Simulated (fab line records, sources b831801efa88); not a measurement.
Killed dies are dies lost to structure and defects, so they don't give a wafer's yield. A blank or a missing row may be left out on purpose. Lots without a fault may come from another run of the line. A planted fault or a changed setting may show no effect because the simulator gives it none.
Which tool did it? | flow gf180mcu | 7 lots, 21 wafers sampled, at 2 steps of a route of 602

WHAT THE GAUGES READ, wafer by wafer
GF_VT_IMPLANT_OVL_MEAS_29.
lot  | measured     | on         | VT_IMPLANT_02_OVL (nm)
L958 | day 7 03:46  | overlay-01 | -1.5 -3.1 -2.3
L962 | day 8 06:48  | overlay-01 | 0.1 1.1 1.6
L965 | day 9 01:31  | overlay-01 | -1.0 -0.6 -1.1
L972 | day 11 03:25 | overlay-02 | -1.0 -0.2 -1.8
L974 | day 12 00:40 | overlay-02 | - - -
L978 | day 12 19:24 | overlay-01 | -0.1 -1.5 -3.1
L980 | day 13 09:52 | overlay-02 | -0.5 -0.5 -0.7

WHICH TOOL RAN EACH LOT (tool, then ch and the chambers of the sampled wafers, then the start)
lot  | GF_VT_IMPLANT_COAT_24
L958 | litho_track-02 ch 0, day 6 19:50
L962 | litho_track-02 ch 0, day 7 22:50
L965 | litho_track-04 ch 0, day 8 17:39
L972 | litho_track-02 ch 0, day 10 17:47
L974 | litho_track-02, day 11 15:10
L978 | litho_track-01 ch 0, day 12 08:44
L980 | litho_track-01 ch 0, day 12 23:49
- GF_VT_IMPLANT_COAT_24: resist thk 1000 nm.

THE ANSWER, worked out from the rows above alone
Rule: what is usual is taken from the lots themselves. Put in order of their means at a reading, lots are off if they are a third of the lots or fewer, leave a main group of 4 or more, and stand apart from it by a gap of 3 or more times the standard deviation of the main group's means; of several such gaps the widest counts. A main group whose means are all the same, to the digits that the tables above print for the reading, isn't used. A lot without any number at a reading at which 4 lots or more have one is off too. The other lots that the step has rows for count as sound.
Off: L974, at GF_VT_IMPLANT_OVL_MEAS_29 (VT_IMPLANT_02_OVL). Without a number there: L974. The main group: mean -0.9 nm, standard deviation 0.99.
A tool fits if, at a process step before that reading, it ran every lot that is off, and no sound lot after the first of them. The gauges at GF_VT_IMPLANT_OVL_MEAS_29 are tried like those tools. One fits: litho_track-02 at GF_VT_IMPLANT_COAT_24. Its last sound lot is L972 (day 10 17:47), its first lot that is off L974 (day 11 15:10): a fault that began between those two fits.

WHAT THE SIMULATOR HAD PUT IN
Skipped step whole: litho_track-02, from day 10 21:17 on, at GF_VT_IMPLANT_COAT_24. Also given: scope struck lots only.
Lots struck among those shown: L974. The rule above found the same.
